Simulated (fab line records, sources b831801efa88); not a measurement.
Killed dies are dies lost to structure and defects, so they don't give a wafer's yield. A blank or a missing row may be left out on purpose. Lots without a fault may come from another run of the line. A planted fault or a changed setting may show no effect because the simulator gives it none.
One fault seen from 2 desks | flow sky130 | each desk has only its own numbers; what lay behind them comes last

THE METROLOGY DESK
What the gauges read, lot by lot, whatever tool the lot ran on: means of the sampled wafers that have a number. A lot is out of limits, marked OUT, if its mean lies more than 4 standard deviations from the usual mean; the brackets give that distance.
Columns: A = CAP2M_CVD_00_THK at SKY_CAP2M_THK_MEAS_01, usual 15.37 nm; B = CAP2M_TIN_RS at SKY_CAP2M_RS_MEAS_03, usual 6.92 ohm/sq; C = cd_nm at SKY_METAL4_CD_MEAS_13, usual 299.6 nm
lot  | first seen here | A               | B    | C
L722 | day 40 06:17    | 15.32           | 6.92 | 298.8
L723 | day 40 08:52    | 15.37           | 7.01 | 300.8
L724 | day 41 06:58    | 15.27           | 6.93 | 299.4
L726 | day 41 09:28    | 15.53           | 6.98 | 301.3
L727 | day 41 10:46    | 15.26           | 6.89 | 298.6
L730 | day 42 07:55    | 15.28           | 6.88 | 299.0
L733 | day 43 04:49    | 15.30           | 6.95 | 298.5
L737 | day 44 03:08    | 15.32           | 6.86 | 301.5
L739 | day 44 13:38    | 15.68           | 7.00 | 298.7
L742 | day 45 06:40    | 12.89 (-13) OUT | 7.09 | 298.7
L744 | day 46 00:02    | 13.06 (-12) OUT | 6.90 | 299.6
L745 | day 46 03:55    | 15.37           | 6.99 | 300.2
This desk's finding: out of limits on L742, L744; first on L742, day 45 06:40 (CAP2M_CVD_00_THK at SKY_CAP2M_THK_MEAS_01). In limits: L722, L723, L724, L726, L727, L730, L733, L737, L739, L745.

THE TOOL OWNER'S DESK: pecvd-03
The tool's own readings at SKY_CAP2M_CVD_00 (deposits SiO2, target thk 15.5 nm): means of the sampled wafers that have a number, for each lot that ran on this tool. A lot is out of limits, marked OUT, if its mean lies more than 4 standard deviations from the usual mean; the brackets give that distance.
Columns: A = heater_power_w at SKY_CAP2M_CVD_00, usual 756 W
lot  | first seen here | A
L723 | day 40 08:50    | 671
L737 | day 44 03:06    | 666
L742 | day 45 06:38    | 732
L744 | day 46 00:00    | 607
This desk's finding: nothing out of limits on any of the 4 lots.

PUT TOGETHER
The metrology desk could have raised an alarm at day 45 06:40, on L742, L744.
The tool owner's desk saw nothing out of limits.
The tool owner's desk has L742, L744 on record, within its limits.
Of the lots named, all ran SKY_CAP2M_CVD_00 on pecvd-03.

WHAT THE SIMULATOR HAD PUT IN
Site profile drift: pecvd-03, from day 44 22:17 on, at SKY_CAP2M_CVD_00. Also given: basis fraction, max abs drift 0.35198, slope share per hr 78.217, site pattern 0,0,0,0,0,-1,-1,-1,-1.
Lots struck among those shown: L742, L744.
Hours from the fault's start to each desk's first reading out of limits: the metrology desk, 8.
